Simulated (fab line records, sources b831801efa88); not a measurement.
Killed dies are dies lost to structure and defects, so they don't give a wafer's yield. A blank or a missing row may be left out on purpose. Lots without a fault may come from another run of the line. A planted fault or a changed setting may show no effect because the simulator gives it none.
Tool commonality check | flow sky130 | 12 lots, 36 wafers sampled

WHY IT WAS OPENED
At SKY_VT_ADJUST_NCORE_OVL_MEAS_08 the reading VT_ADJUST_NCORE_OVL is flagged on 4 of 12 lots. Wafers without a fault read -0.2 nm, standard deviation 1.4.
Rule: a lot is flagged when every wafer of it that has a number lies more than 4 standard deviations from that mean, or none has a number. The other lots count as sound.

lot  | measured     | on         | VT_ADJUST_NCORE_OVL (nm), wafer by wafer | flag
L511 | day 9 21:58  | overlay-02 | 1.5 -0.2 0.1                             |
L509 | day 9 23:58  | overlay-02 | 0.9 1.9 2.6                              |
L510 | day 10 01:46 | overlay-01 | 1.6 2.4 -0.1                             |
L512 | day 10 13:32 | overlay-02 | -1.5 -1.0 -3.3                           |
L513 | day 10 14:07 | overlay-01 | 1.1 1.2 -2.1                             |
L514 | day 10 18:14 | overlay-01 | -193.0 -192.6 -193.5                     | FLAGGED
L515 | day 11 02:02 | overlay-01 | -191.0 -190.6 -189.3                     | FLAGGED
L517 | day 11 15:40 | overlay-01 | -192.0 -192.6 -192.4                     | FLAGGED
L519 | day 12 04:37 | overlay-02 | -191.2 -190.6 -190.7                     | FLAGGED
L521 | day 12 22:28 | overlay-01 | 1.5 -1.7 0.9                             |
L522 | day 13 04:43 | overlay-01 | 2.1 0.9 0.7                              |
L529 | day 15 10:43 | overlay-01 | -0.9 -0.7 0.3                            |
The numbers of the flagged lots are -191.6 nm on average: -191.4 nm against the usual, or -99 or more standard deviations.

WHICH TOOL RAN EACH LOT
The record holds 1 process step before the reading, out of a route of 708 steps. In each cell: the tool, then ch and the chambers that the sampled wafers went through, then the start.
lot  | flag    | SKY_VT_ADJUST_NCORE_EXPOSE_04
L511 |         | iline_stepper-02 ch 0, day 9 11:20
L509 |         | iline_stepper-02 ch 0, day 9 13:08
L510 |         | iline_stepper-02 ch 0, day 9 14:56
L512 |         | iline_stepper-01 ch 0, day 10 02:17
L513 |         | iline_stepper-01 ch 0, day 10 02:53
L514 | FLAGGED | iline_stepper-01 ch 0, day 10 07:21
L515 | FLAGGED | iline_stepper-01 ch 0, day 10 14:38
L517 | FLAGGED | iline_stepper-01 ch 0, day 11 03:04
L519 | FLAGGED | iline_stepper-01 ch 0, day 11 16:01
L521 |         | iline_stepper-02 ch 0, day 12 10:02
L522 |         | iline_stepper-02 ch 0, day 12 15:56
L529 |         | iline_stepper-02 ch 0, day 14 20:40
What these steps do:
- SKY_VT_ADJUST_NCORE_EXPOSE_04: exposes mask LVTN COMPLEMENT THIN, target cd 380 nm.
- SKY_VT_ADJUST_NCORE_OVL_MEAS_08

FLAGGED OVER TOTAL, TOOL BY TOOL (the gauges that took the reading come last)
step                            | tool             | lots run | flagged | share of the flagged lots | sound lots run after its first flagged lot
SKY_VT_ADJUST_NCORE_EXPOSE_04   | iline_stepper-01 | 6        | 4       | all                       | 0
SKY_VT_ADJUST_NCORE_EXPOSE_04   | iline_stepper-02 | 6        | 0       | none                      | -
SKY_VT_ADJUST_NCORE_OVL_MEAS_08 | overlay-01       | 8        | 3       | some                      | 3 (L521,L522,L529)
SKY_VT_ADJUST_NCORE_OVL_MEAS_08 | overlay-02       | 4        | 1       | some                      | 0

WHAT THE TABLE ALLOWS
1 row of the table ran every flagged lot: iline_stepper-01 at SKY_VT_ADJUST_NCORE_EXPOSE_04.
- iline_stepper-01 at SKY_VT_ADJUST_NCORE_EXPOSE_04: 4 of its 6 lots flagged. Its last sound lot is L513 (day 10 02:53), its first flagged lot L514 (day 10 07:21): a fault that began between those two fits.
One tool is left: iline_stepper-01 at SKY_VT_ADJUST_NCORE_EXPOSE_04.

WHAT THE SIMULATOR HAD PUT IN
Scanner matching overlay: iline_stepper-01, from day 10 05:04 on, at SKY_VT_ADJUST_NCORE_EXPOSE_04. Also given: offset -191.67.
Lots struck among those shown: L514, L515, L517, L519. The rule above found the same.
